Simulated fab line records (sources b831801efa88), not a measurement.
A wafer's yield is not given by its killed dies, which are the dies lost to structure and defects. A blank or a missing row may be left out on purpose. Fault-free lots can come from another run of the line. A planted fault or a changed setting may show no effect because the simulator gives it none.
Chamber matching ; flow gf180mcu ; cmp-01 running GF_CONTACT_CMP_27: 4 sister chambers
The step polishes, stops on SiO2, t overpolish 15 s, target thk 0 nm. 4 wafers are shown with their chamber, then 10 later ones without.

== EACH WAFER AND ITS CHAMBER ==
wafer;chamber;motor-current-A (A)
L651.2;1;10.9
L651.3;0;9.2
L653.3;2;9.9
L653.4;3;9.7

== WAFERS WITH NO CHAMBER GIVEN ==
wafer;motor-current-A (A)
L653.6;9.2
L654.1;10.3
L654.2;8.9
L654.4;9.8
L658.1;10.2
L658.2;10.3
L658.5;9.0
L659.1;10.0
L659.3;11.1
L659.6;10.8

== CHAMBER TAKEN BY EACH ==
wafer;from the rows above;in truth
L653.6;0;0
L654.1;can't be placed: 2 or 1 or 3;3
L654.2;0;0
L654.4;can't be placed: 2 or 3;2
L658.1;can't be placed: 2 or 3 or 1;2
L658.2;can't be placed: 2 or 1 or 3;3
L658.5;0;0
L659.1;can't be placed: 2 or 3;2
L659.3;1;1
L659.6;1;1
Placed correctly: 5 of 10. These rows do not allow placing 5 (true chamber among the candidates in 5). Wrongly placed: 0.
How it was worked out, from the rows above alone: a wafer's distance from a chamber is the root of the sum, over the readings, of the square of ((its reading less the chamber's mean) divided by the reading's scatter). The wafer belongs to the nearest chamber; if the next one is less than 2 further off, it can't be placed. Each chamber's mean is taken over the wafers shown for it. The scatter: with one shown wafer a chamber, the root of the mean of the squares of how far each hidden wafer lies from its nearest shown one.
